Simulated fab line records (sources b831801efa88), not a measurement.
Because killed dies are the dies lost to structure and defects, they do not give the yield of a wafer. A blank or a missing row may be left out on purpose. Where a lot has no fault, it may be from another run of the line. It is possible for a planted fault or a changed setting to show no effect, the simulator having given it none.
fab line records | flow sky130
record: lots: 7 wafers: 21 lastDay: 49
route steps=708 shown DNWELL@35 PWDE@45 NWELL@56 PAD_OPEN@708
lots that met no fault: from a run of the same line without faults
startH: start of the lot's first displayed wafer, in hours after the record's first day | waitH: hours from the lot's prior step to this one | " unchanged from the row above | L1.1+2: one row covering several wafers at once | - either no value or no given start | * or withheld: withheld | < > ~ a bound
route shown NAME@n: names a module that has steps shown in the file, with the first one's number in the route | usual: mean/standard deviation of fault-free wafers | same: alike in all rows | chamber/n: place in a boat | sites: readings site by site | _std_site: how widely they spread, as a standard deviation | _edge_site: inner sites' mean taken away from outer sites' mean | radiusMm: for every site, how far away it sits from the centre of the wafer | mask NAME#n: copy n | behind: tool/chamber where the wafer was last shaped | hold: cause of the lot's hold/its duration in hours/its outcome | device: the n, p or np transistor that did not switch | end of line: at the end of the route, the tests of the same wafers | for a step that has no rows: nothing shown but its recipe | killed: the dies lost at the first sort to structure and to defects; this is not the yield of the wafer | map: the dies of a wafer, with x for killed, . for not killed, _ for no die there
set.NAME: the setting that was run; set.NAME@STEP: the one run at that earlier step | model.NAME: the simulator's own value behind a step, which no gauge read
a table for each step, a row for each wafer; lots at some steps of the route
services: the hour from which a tool's chamber was out of use, counted from the record's first day as startH (under 0 if before that day), plus the number of hours and why
== steps ==
step: SKY_DNWELL_DEHYDRATE_00
recipe: tempC: 200 timeS: 60
step: SKY_DNWELL_HMDS_01
recipe: primeTimeS: 60 primeTempC: 120
step: SKY_DNWELL_COAT_02
recipe: spinRpm: 2000 resistThkNm: 3000
step: SKY_DNWELL_SOFTBAKE_03
recipe: tempC: 110 timeS: withheld
step: SKY_DNWELL_EXPOSE_04
recipe: maskId: DNM na: 0.57 targetCdNm: 3000 doseMj: 222
step: SKY_DNWELL_PEB_05
recipe: tempC: 115 timeS: withheld
step: SKY_DNWELL_DEVELOP_06
recipe: wallAngleDeg: 90 developer: TMAH developTimeS: 60 devTempC: 23
step: SKY_DNWELL_IMPLANT_07
recipe: species: P energyKev: withheld doseCm2: withheld tiltDeg: withheld
step: SKY_DNWELL_STRIP_08
recipe: chemistry: O2/N2 powerW: 1400 pressureMtorr: 1500 platenTempC: withheld o2FlowSccm: 3000 n2FlowSccm: 300 overashFraction: 0.5
usual: drypumpMotorCurrentA: 5.4/0.33 oesProductAu: 0.723/0.0045 stripTimeToEndpointS: 36.93/0.13
columns lot.wafer tool chamber startH waitH drypumpMotorCurrentA oesProductAu rfHoursCounterH stripTimeToEndpointS
L785.1 plasmaAsher-01 1 62.70 0.1 5.3 0.722 36 36.95
L785.3 " 1 " " 5.3 0.718 - 36.89
L785.6 " 1 " " 5.3 0.727 - 37.02
L787.1 plasmaAsher-03 0 69.55 0.1 5.2 0.717 28 37.09
L787.4 " 0 " " 5.2 0.721 - 37.06
L787.6 " 0 " " 5.2 0.713 - 37.02
L796.1 plasmaAsher-04 0 119.01 0.1 5.5 0.727 0 37.07
L796.3 " 1 " " 4.9 0.723 - 36.80
L796.4 " 0 " " 5.5 0.727 - 36.98
L797.1 plasmaAsher-01 1 123.00 0.1 5.3 0.727 43 36.98
L797.2 " 0 " " 5.4 0.711 43 36.90
L797.6 " 1 " " 5.3 0.726 - 36.96
L798.3 plasmaAsher-03 1 128.13 0.1 6.2 0.719 - 36.64
L798.5 " 0 " " 5.3 0.726 - 36.52
L798.6 " 1 " " 6.2 0.715 - 36.51
L802.4 plasmaAsher-03 1 148.73 0.1 6.2 0.721 - 36.80
L802.5 " 0 " " 5.2 0.726 - 36.92
L802.6 " 1 " " 6.2 0.720 - 36.83
L803.1 plasmaAsher-04 0 155.31 0.1 5.5 0.715 4 36.92
L803.2 " 1 " " 4.9 0.726 4 36.90
L803.3 " 1 " " 4.9 0.728 - 36.94
step: SKY_DNWELL_TW_MEAS_09
usual: DNWELL_TW: 1113/9.3
columns lot.wafer tool chamber startH waitH DNWELL_TW
L785.1 filmMetro-04 - 62.80 0.1 1131
L785.3 " - " " 1130
L785.6 " - " " 1131
L787.1 filmMetro-03 - 69.65 0.1 1110
L787.4 " - " " 1112
L787.6 " - " " 1112
L796.1 filmMetro-01 - 119.11 0.1 1115
L796.3 " - " " 1108
L796.4 " - " " 1110
L797.1 filmMetro-03 - 123.15 0.1 1099
L797.2 " - " " 1096
L797.6 " - " " 1097
L798.3 filmMetro-01 - 128.22 0.1 1113
L798.5 " - " " 1115
L798.6 " - " " 1109
L802.4 filmMetro-03 - 148.82 0.1 1117
L802.5 " - " " 1116
L802.6 " - " " 1115
L803.1 filmMetro-04 - 155.41 0.1 1113
L803.2 " - " " 1111
L803.3 " - " " 1120
step: SKY_PWDE_DEHYDRATE_00
recipe: tempC: 200 timeS: 60
step: SKY_PWDE_HMDS_01
recipe: primeTimeS: 60 primeTempC: 120
step: SKY_PWDE_COAT_02
recipe: spinRpm: 2000 resistThkNm: 3000
usual: chillPlateTempC: 23.01/0.1 resistLineTempC: 23.00/0.094
columns lot.wafer tool chamber startH waitH chillPlateTempC resistLineTempC model.coat_of_PWDE_COAT_02.thkNm
L785.1 lithoTrack-01 0 70.43 0.1 23.06 23.04 3000
L785.3 " 0 " " 22.83 23.05 3004
L785.6 " 0 " " 23.04 23.04 2998
L787.1 lithoTrack-01 0 77.98 0.1 23.00 22.98 3006
L787.4 " 0 " " 22.93 22.99 2987
L787.6 " 0 " " 22.97 22.81 3000
L796.1 lithoTrack-01 0 128.03 0.1 22.95 22.98 602.7
L796.3 " 0 " " 23.06 22.94 603
L796.4 " 0 " " 23.00 23.00 602.1
L797.1 lithoTrack-01 0 132.13 0.1 22.97 22.98 608
L797.2 " 0 " " 22.88 22.87 605.5
L797.6 " 0 " " 22.94 22.90 605.2
L798.3 lithoTrack-01 0 138.03 0.1 23.08 22.98 603
L798.5 " 0 " " 23.17 23.13 603.3
L798.6 " 0 " " 23.11 23.13 606.3
L802.4 lithoTrack-02 0 158.57 0.1 22.94 22.98 3004
L802.5 " 0 " " 23.05 23.08 3004
L802.6 " 0 " " 23.07 23.03 3004
L803.1 lithoTrack-04 0 165.39 0.1 22.98 23.08 2998
L803.2 " 0 " " 22.88 23.04 3004
L803.3 " 0 " " 23.07 23.17 3002
step: SKY_PWDE_SOFTBAKE_03
recipe: tempC: 110 timeS: withheld
step: SKY_PWDE_EXPOSE_04
recipe: maskId: PWDEM na: 0.6 sourceShape: conventional sigmaOuter: 0.6 polarization: unpolarized targetCdNm: 840 doseMj: 214
step: SKY_PWDE_PEB_05
recipe: tempC: 115 timeS: withheld
step: SKY_PWDE_DEVELOP_06
recipe: wallAngleDeg: 90 developer: TMAH developTimeS: 60 devTempC: 23
usual: chillPlateTempC: 23.02/0.1 resistLineTempC: 22.97/0.11
columns lot.wafer tool chamber startH waitH chillPlateTempC resistLineTempC model.coat_of_PWDE_COAT_02.thkNm
L785.1 lithoTrack-02 0 - - 23.12 22.96 2996
L785.3 " 0 " " 23.02 23.26 3000
L785.6 " 0 " " 22.98 23.03 2994
L787.1 lithoTrack-02 0 - - 23.11 22.87 3001
L787.4 " 0 " " 23.00 22.81 2983
L787.6 " 0 " " 23.10 22.90 2995
L796.1 lithoTrack-02 0 - - 23.00 23.04 598.5
L796.3 " 0 " " 22.82 23.00 598.8
L796.4 " 0 " " 23.08 22.90 597.9
L797.1 lithoTrack-04 0 - - 22.97 22.88 603.7
L797.2 " 0 " " 23.03 22.97 601.2
L797.6 " 0 " " 23.08 22.98 601
L798.3 lithoTrack-01 0 - - 23.12 23.10 598.8
L798.5 " 0 " " 23.25 23.21 599.1
L798.6 " 0 " " 23.11 23.01 602
L802.4 lithoTrack-04 0 - - 22.95 22.97 3000
L802.5 " 0 " " 22.99 22.77 3000
L802.6 " 0 " " 22.96 22.85 3000
L803.1 lithoTrack-04 0 - - 23.08 23.08 2993
L803.2 " 0 " " 23.12 22.91 3000
L803.3 " 0 " " 23.12 22.99 2998
step: SKY_PWDE_OVL_MEAS_07
usual: PWDE_OVL: 0.1/1.4
columns lot.wafer tool chamber startH waitH PWDE_OVL[nm]
L785.1 overlay-02 - 79.45 - 0.7
L785.3 " - " " -1.4
L785.6 " - " " -0.4
L787.1 overlay-02 - 86.50 - -0.8
L787.4 " - " " 0.1
L787.6 " - " " -0.2
L796.1 overlay-01 - 138.05 - 1.1
L796.3 " - " " 1.0
L796.4 " - " " 0.9
L797.1 overlay-02 - 142.04 - 1.8
L797.2 " - " " 1.7
L797.6 " - " " 0.1
L798.3 overlay-01 - 147.94 - 1.4
L798.5 " - " " -0.7
L798.6 " - " " 1.8
L802.4 overlay-02 - 168.56 - -1.4
L802.5 " - " " 1.5
L802.6 " - " " -1.9
L803.1 overlay-01 - 175.64 - -0.5
L803.2 " - " " -1.9
L803.3 " - " " -0.9
step: SKY_PWDE_IMPLANT_08
recipe: species: B energyKev: 150 doseCm2: 3.6e+12 tiltDeg: withheld
step: SKY_PWDE_STRIP_09
recipe: chemistry: O2/N2 powerW: 1400 pressureMtorr: 1500 platenTempC: withheld o2FlowSccm: 3000 n2FlowSccm: 300 overashFraction: 0.5
usual: drypumpMotorCurrentA: 5.42/0.27 oesProductAu: 0.722/0.0041 stripTimeToEndpointS: 36.85/0.11
columns lot.wafer tool chamber startH waitH drypumpMotorCurrentA oesProductAu rfHoursCounterH stripTimeToEndpointS
L785.1 plasmaAsher-02 0 79.63 0.1 5.21 0.725 38 36.91
L785.3 " 0 " " 5.20 0.723 - 36.96
L785.6 " 0 " " 5.20 0.722 - 36.88
L787.1 plasmaAsher-04 1 86.68 0.1 4.89 0.716 40 36.98
L787.4 " 0 " " 5.50 0.718 - 36.76
L787.6 " 1 " " 4.87 0.718 - 36.90
L796.1 plasmaAsher-02 1 138.23 0.1 5.89 0.582 45 8.39
L796.3 " 1 " " 5.86 0.588 - 8.39
L796.4 " 0 " " 5.22 0.585 - 8.38
L797.1 plasmaAsher-01 0 142.23 0.1 5.40 0.583 45 8.48
L797.2 " 1 " " 5.31 0.585 45 8.43
L797.6 " 0 " " 5.44 0.580 - 8.44
L798.3 plasmaAsher-01 0 148.15 0.1 5.43 0.591 - 8.40
L798.5 " 0 " " 5.40 0.581 - 8.40
L798.6 " 1 " " 5.32 0.586 - 8.46
L802.4 plasmaAsher-01 0 168.76 0.1 5.43 0.728 - 36.97
L802.5 " 0 " " 5.40 0.727 - 36.95
L802.6 " 1 " " 5.28 0.721 - 36.96
L803.1 plasmaAsher-04 1 175.83 0.1 4.88 0.728 6 36.89
L803.2 " 0 " " 5.49 0.718 6 36.96
L803.3 " 1 " " 4.87 0.714 - 36.94
step: SKY_PWDE_TW_MEAS_10
usual: PWDE_TW: 374/3.2
columns lot.wafer tool chamber startH waitH PWDE_TW
L785.1 filmMetro-01 - 79.73 0.1 371
L785.3 " - " " 370
L785.6 " - " " 374
L787.1 filmMetro-04 - 86.78 0.1 378
L787.4 " - " " 376
L787.6 " - " " 378
L796.1 filmMetro-01 - 138.33 0.1 372
L796.3 " - " " 373
L796.4 " - " " 372
L797.1 filmMetro-04 - 142.33 0.1 379
L797.2 " - " " 378
L797.6 " - " " 380
L798.3 filmMetro-01 - 148.24 0.1 370
L798.5 " - " " 371
L798.6 " - " " 372
L802.4 filmMetro-01 - 168.86 0.1 372
L802.5 " - " " 371
L802.6 " - " " 373
L803.1 filmMetro-03 - 175.93 0.1 371
L803.2 " - " " 373
L803.3 " - " " 372
step: SKY_NWELL_DEHYDRATE_03
recipe: tempC: 200 timeS: 60
step: SKY_NWELL_HMDS_04
recipe: primeTimeS: 60 primeTempC: 120
step: SKY_NWELL_COAT_05
recipe: spinRpm: 2000 resistThkNm: 3000
step: SKY_NWELL_SOFTBAKE_06
recipe: tempC: 110 timeS: withheld
step: SKY_NWELL_EXPOSE_07
recipe: maskId: NWM na: 0.6 sourceShape: conventional sigmaOuter: 0.6 polarization: unpolarized targetCdNm: 840 doseMj: 255
step: SKY_NWELL_PEB_08
recipe: tempC: 115 timeS: withheld
step: SKY_NWELL_DEVELOP_09
recipe: wallAngleDeg: 90 developer: TMAH developTimeS: 60 devTempC: 23
step: SKY_NWELL_OVL_MEAS_10
usual: NWELL_00_OVL: -1.7/1.4
columns lot.wafer tool chamber startH waitH NWELL_00_OVL[nm]
L785.1 overlay-01 - 96.31 - -2.1
L785.3 " - " " -1.4
L785.6 " - " " -0.4
L787.1 overlay-01 - 103.89 - -2.7
L787.4 " - " " -3.7
L787.6 " - " " -3.3
L796.1 overlay-01 - 157.94 - -0.7
L796.3 " - " " -1.8
L796.4 " - " " -2.0
L797.1 overlay-01 - 161.71 - -1.3
L797.2 " - " " 0.3
L797.6 " - " " -2.6
L798.3 overlay-01 - 167.55 - -2.1
L798.5 " - " " -1.6
L798.6 " - " " -2.5
L802.4 overlay-01 - 189.58 - -2.0
L802.5 " - " " -2.6
L802.6 " - " " -0.9
L803.1 overlay-01 - 196.99 - -1.3
L803.2 " - " " -0.5
L803.3 " - " " -0.9
step: SKY_NWELL_IMPLANT_11
recipe: species: P energyKev: 400 doseCm2: 1.9e+13 tiltDeg: withheld
step: SKY_NWELL_IMPLANT_12
recipe: species: P energyKev: 120 doseCm2: 1.3e+12 tiltDeg: withheld
step: SKY_NWELL_IMPLANT_13
recipe: species: P energyKev: 50 doseCm2: 7e+11 tiltDeg: withheld
step: SKY_NWELL_STRIP_14
recipe: chemistry: O2/N2 powerW: 1400 pressureMtorr: 1500 platenTempC: withheld o2FlowSccm: 3000 n2FlowSccm: 300 overashFraction: 0.5
usual: drypumpMotorCurrentA: 5.5/0.36 oesProductAu: 0.723/0.0049 stripTimeToEndpointS: 36.90/0.11
columns lot.wafer tool chamber startH waitH drypumpMotorCurrentA oesProductAu rfHoursCounterH stripTimeToEndpointS
L785.1 plasmaAsher-02 0 96.80 0.1 5.2 0.720 40 36.97
L785.3 " 1 " " 5.9 0.733 - 37.12
L785.6 " 1 " " 5.9 0.728 - 37.02
L787.1 plasmaAsher-01 1 104.38 0.1 5.3 0.726 41 36.76
L787.4 " 0 " " 5.4 0.721 - 36.84
L787.6 " 0 " " 5.4 0.725 - 36.88
L796.1 plasmaAsher-02 1 158.43 0.1 5.9 0.723 47 36.88
L796.3 " 0 " " 5.2 0.724 - 36.85
L796.4 " 1 " " 5.9 0.728 - 37.06
L797.1 plasmaAsher-03 1 162.20 0.1 6.2 0.718 37 36.71
L797.2 " 0 " " 5.2 0.718 37 36.75
L797.6 " 1 " " 6.2 0.722 - 36.72
L798.3 plasmaAsher-01 0 168.06 0.1 5.4 0.720 - 36.78
L798.5 " 0 " " 5.4 0.724 - 36.78
L798.6 " 1 " " 5.3 0.716 - 36.79
L802.4 plasmaAsher-02 0 190.08 0.1 5.2 0.723 - 36.83
L802.5 " 1 " " 5.9 0.730 - 36.87
L802.6 " 0 " " 5.2 0.719 - 36.78
L803.1 plasmaAsher-02 0 197.48 0.1 5.2 0.709 51 36.90
L803.2 " 1 " " 5.9 0.718 51 36.91
L803.3 " 0 " " 5.2 0.722 - 37.08
step: SKY_NWELL_TW_MEAS_15
usual: NWELL_TW: 1820/16
columns lot.wafer tool chamber startH waitH NWELL_TW
L785.1 filmMetro-03 - 96.90 0.1 1805
L785.3 " - " " 1809
L785.6 " - " " 1809
L787.1 filmMetro-04 - 104.48 0.1 1843
L787.4 " - " " 1841
L787.6 " - " " 1833
L796.1 filmMetro-04 - 158.53 0.1 1825
L796.3 " - " " 1821
L796.4 " - " " 1820
L797.1 filmMetro-03 - 162.30 0.1 1823
L797.2 " - " " 1826
L797.6 " - " " 1823
L798.3 filmMetro-03 - 168.15 0.1 1811
L798.5 " - " " 1813
L798.6 " - " " 1811
L802.4 filmMetro-03 - 190.18 0.1 1806
L802.5 " - " " 1804
L802.6 " - " " 1809
L803.1 filmMetro-04 - 197.58 0.1 1838
L803.2 " - " " 1836
L803.3 " - " " 1833
step: SKY_NWELL_DEHYDRATE_16
recipe: tempC: 200 timeS: 60
step: SKY_NWELL_HMDS_17
recipe: primeTimeS: 60 primeTempC: 120
step: SKY_NWELL_COAT_18
recipe: spinRpm: 2000 resistThkNm: 3000
step: SKY_NWELL_SOFTBAKE_19
recipe: tempC: 110 timeS: withheld
step: SKY_NWELL_EXPOSE_20
recipe: maskId: NWM_COMPLEMENT na: 0.6 sourceShape: conventional sigmaOuter: 0.6 polarization: unpolarized targetCdNm: 840 doseMj: 260
step: SKY_NWELL_PEB_21
recipe: tempC: 115 timeS: withheld
step: SKY_NWELL_DEVELOP_22
recipe: wallAngleDeg: 90 developer: TMAH developTimeS: 60 devTempC: 23
step: SKY_NWELL_OVL_MEAS_23
usual: NWELL_01_OVL: -0.1/1.2
columns lot.wafer tool chamber startH waitH NWELL_01_OVL[nm]
L785.1 overlay-02 - 114.34 - 0.0
L785.3 " - " " -1.2
L785.6 " - " " -1.3
L787.1 overlay-02 - 122.46 - -0.9
L787.4 " - " " -2.8
L787.6 " - " " -1.2
L796.1 overlay-01 - 178.94 - -1.5
L796.3 " - " " -0.7
L796.4 " - " " 1.7
L797.1 overlay-01 - 182.69 - 1.6
L797.2 " - " " 1.1
L797.6 " - " " 2.5
L798.3 overlay-01 - 189.30 - -1.5
L798.5 " - " " -0.7
L798.6 " - " " -0.9
L802.4 overlay-02 - 212.21 - -0.1
L802.5 " - " " 0.8
L802.6 " - " " -1.7
L803.1 overlay-02 - 219.74 - -1.6
L803.2 " - " " -0.7
L803.3 " - " " -1.1
step: SKY_NWELL_TW_MEAS_26
usual: NWELL_2_TW: 496/3.5
columns lot.wafer tool chamber startH waitH NWELL_2_TW
L785.1 filmMetro-01 - 114.63 0.1 493
L785.3 " - " " 491
L785.6 " - " " 490
L787.1 filmMetro-04 - 122.75 0.1 498
L787.4 " - " " 498
L787.6 " - " " 498
L796.1 filmMetro-01 - 179.23 0.1 508
L796.3 " - " " 508
L796.4 " - " " 511
L797.1 filmMetro-03 - 182.98 0.1 503
L797.2 " - " " 507
L797.6 " - " " 508
L798.3 filmMetro-04 - 189.60 0.1 518
L798.5 " - " " 515
L798.6 " - " " 514
L802.4 filmMetro-03 - 212.51 0.1 494
L802.5 " - " " 494
L802.6 " - " " 494
L803.1 filmMetro-01 - 220.03 0.1 493
L803.2 " - " " 493
L803.3 " - " " 494
step: SKY_PAD_OPEN_PROBE_99
usual: defectLimitedYield: 82.5/2.1 killed_at_M0_to_M3: 44/7.3 killed_at_M4_up: 3.4/1.8 killedAtContacts: 24/5.8 killedAtFrontEnd: 15/4.9 killedAtOther: 0.4/0.63 killedDies: 86/11 killedOpen: 47/8 killedShort: 39/6.5 sort_bin_3_pad_short: 0.9/0.38 sort_bin_5_function: 10.4/1.6 sort_bin_6_memory: 6.2/1.2 sortNPass: 406/11 sortYieldPct: 82.5/2.1
same: grossDies: 492 killedAtBackSide: 0 sort_bin_4_leakage[%]: 0 sort_bin_8_speed[%]: 0
columns lot.wafer tool chamber startH waitH defectLimitedYield[%] killed_at_M0_to_M3 killed_at_M4_up killedAtContacts killedAtFrontEnd killedAtOther killedDies killedOpen killedShort sort_bin_3_pad_short[%] sort_bin_5_function[%] sort_bin_6_memory[%] sortNPass sortYieldPct[%]
L802.4 prober-01 - 1177.50 0.2 83.3 34 3 28 17 0 82 59 22 0.6 10.4 5.7 410 83.3
L802.5 prober-01 - 1177.55 0.2 80.9 35 4 42 13 0 94 58 35 0.6 14.0 4.5 398 80.9
L802.6 prober-01 - 1177.60 0.2 81.5 47 1 27 16 0 91 45 45 1.6 10.6 6.3 401 81.5
killed by level:class
L802.4 CONTACT:geometricParticle:open=14 VIA1:geometricParticle:open=10 LI_CONTACT:geometricParticle:open=8 VIA3:geometricParticle:open=7 FIELD_ISO:geometricParticle:open=6 VIA2:geometricParticle:open=6 POLY_GATE:geometricParticle:open=4 POLY_GATE:geometricParticle:short=3
L802.5 LI_CONTACT:geometricParticle:open=14 CONTACT:geometricParticle:open=12 VIA1:geometricParticle:open=7 METAL1:geometricParticle:short=7 VIA2:geometricParticle:open=7 FIELD_ISO:geometricParticle:open=6 LOCAL_INTERCONNECT:geometricParticle:short=6 CONTACT:geometricParticle:short=5
L802.6 LI_CONTACT:geometricParticle:open=9 VIA2:geometricParticle:open=9 VIA1:geometricParticle:open=9 VIA1:geometricParticle:short=8 CONTACT:geometricParticle:open=7 METAL1:geometricParticle:short=7 FIELD_ISO:geometricParticle:short=6 METAL2:geometricParticle:short=6
== services ==
columns tool chamber startH hours kind
plasmaAsher-03 - 71.78 4.2 repair
plasmaAsher-02 - 82.08 0.7 repair
plasmaAsher-04 - 88.52 15.6 pm
plasmaAsher-04 - 108.75 9.0 pm
plasmaAsher-04 0 108.75 9.0 ventCycle
plasmaAsher-04 1 108.75 9.0 ventCycle
plasmaAsher-04 0 117.75 - clean
plasmaAsher-04 1 117.75 - clean
plasmaAsher-02 - 122.92 0.3 repair
plasmaAsher-03 - 136.62 8.8 pm
plasmaAsher-02 - 172.03 2.8 repair
== key ==
firstSign: step: SKY_PWDE_STRIP_09 reading: stripTimeToEndpointS direction: down sigmas: 99+ usual: * struck: *
effect: step: SKY_PWDE_STRIP_09 reading: oesProductAu direction: down sigmas: 34 usual: 0.722 struck: 0.585
effect: step: SKY_NWELL_TW_MEAS_26 reading: NWELL_2_TW direction: up sigmas: 4.1 usual: 496 struck: 510
modelEffect: step: SKY_PWDE_COAT_02 value: coat_of_PWDE_COAT_02.thkNm without: 2992 struck: 604.4
modelEffect: step: SKY_PWDE_DEVELOP_06 value: coat_of_PWDE_COAT_02.thkNm without: 2988 struck: 600.1
metAt SKY_PWDE_COAT_02
struckWafers L796.1,L796.3,L796.4,L797.1,L797.2,L797.6,L798.3,L798.5,L798.6
rowsEnd L796.1,L796.3,L796.4,L797.1,L797.2,L797.6,L798.3,L798.5,L798.6
onsetBetween 77.98 128.03
fault: kind: processParameterDrift tool: lithoTrack-01 chamber: - onsetH: 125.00 steps: SKY_PWDE_COAT_02 channel: resistThkNm offset: -2394 shape: step endH: 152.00 actsIn: theseRecipesOnly stated: 3000
rowsEnd: these wafers met a further fault down the route, and their rows from its step on are left out
